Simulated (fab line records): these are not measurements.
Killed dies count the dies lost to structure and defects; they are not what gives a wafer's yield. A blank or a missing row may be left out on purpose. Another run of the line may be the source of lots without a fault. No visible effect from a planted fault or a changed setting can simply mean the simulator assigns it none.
A single fault, viewed from 2 desks / flow sky130 / only its own numbers are on each desk; what lay behind them is given at the end

## THE TOOL OWNER'S DESK: litho track-04
The tool's own readings at SKY_PWDE_DEVELOP_06 (develop time 60 s): means of the sampled wafers that have a number, for each lot that ran on this tool. The brackets show how far a lot's mean lies from the usual mean; more than 4 standard deviations puts the lot out of limits, marked OUT.
Columns: A = developer temp C at SKY_PWDE_DEVELOP_06, usual 23.01 C; B = exhaust pa at SKY_PWDE_DEVELOP_06, usual 45.1 Pa
lot=L348; first seen here=day 4 11:00; A=23.10; B=45.1
lot=L349; first seen here=day 4 18:00; A=22.95; B=44.7
lot=L352; first seen here=day 5 08:00; A=23.81 (+7.2) OUT; B=46.0
lot=L354; first seen here=day 5 17:00; A=23.85 (+7.7) OUT; B=45.4
lot=L369; first seen here=day 9 07:00; A=23.01; B=44.8
This desk finds L352, L354 out of limits, L352 being first, at day 5 08:00 (developer temp C at SKY_PWDE_DEVELOP_06). L348, L349, L369: within limits.

## THE METROLOGY DESK
What the gauges read, lot by lot, whatever tool the lot ran on: means of the sampled wafers that have a number. The brackets show how far a lot's mean lies from the usual mean; more than 4 standard deviations puts the lot out of limits, marked OUT.
Columns: A = FIELD_ISO_OXIDATION_01_THK at SKY_FIELD_ISO_THK_MEAS_23, usual 10.06 nm; B = NWELL_01_OVL at SKY_NWELL_OVL_MEAS_23, usual 0.6 nm; C = VT_ADJUST_HVTP_OVL at SKY_VT_ADJUST_HVTP_OVL_MEAS_08, usual 0.5 nm
lot=L346; first seen here=day 2 06:07; A=9.95; B=0.7; C=0.6
lot=L348; first seen here=day 2 19:47; A=9.82; B=2.3; C=-0.5
lot=L349; first seen here=day 3 00:05; A=10.02; B=0.0; C=-0.9
lot=L351; first seen here=day 3 10:08; A=10.35; B=-0.9; C=2.8
lot=L352; first seen here=day 3 16:52; A=10.26; B=-1.0; C=-0.6
lot=L354; first seen here=day 4 01:42; A=10.14; B=-0.1; C=1.0
lot=L361; first seen here=day 5 12:40; A=10.07; B=2.3; C=0.1
lot=L363; first seen here=day 5 23:11; A=10.37; B=1.7; C=2.8
lot=L364; first seen here=day 6 04:20; A=10.19; B=1.4; C=-1.1
lot=L365; first seen here=day 6 10:55; A=9.92; B=0.1; C=0.0
lot=L366; first seen here=day 6 15:06; A=9.92; B=0.6; C=-0.0
lot=L367; first seen here=day 6 20:49; A=9.95; B=0.9; C=-1.2
lot=L368; first seen here=day 7 00:39; A=10.14; B=1.7; C=1.0
lot=L369; first seen here=day 7 07:58; A=9.98; B=-1.8; C=1.2
This desk's verdict: no lot among the 14 shows anything out of limits.

## ALL TOGETHER
At day 5 08:00, on L352, L354, the tool owner's desk was in a position to raise an alarm.
At the metrology desk, nothing out of limits was observed.
The metrology desk holds a record of L352, L354, inside its limits.
SKY_PWDE_DEVELOP_06 was run on litho track-04 by each of the lots named.

## WHAT THE SIMULATOR PUT IN
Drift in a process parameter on litho track-04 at SKY_PWDE_DEVELOP_06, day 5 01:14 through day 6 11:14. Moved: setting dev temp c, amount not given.
Shown lots that were struck: L352, L354.
Delay in hours, fault start to first out-of-limits reading, by desk: the tool owner's desk at 7.
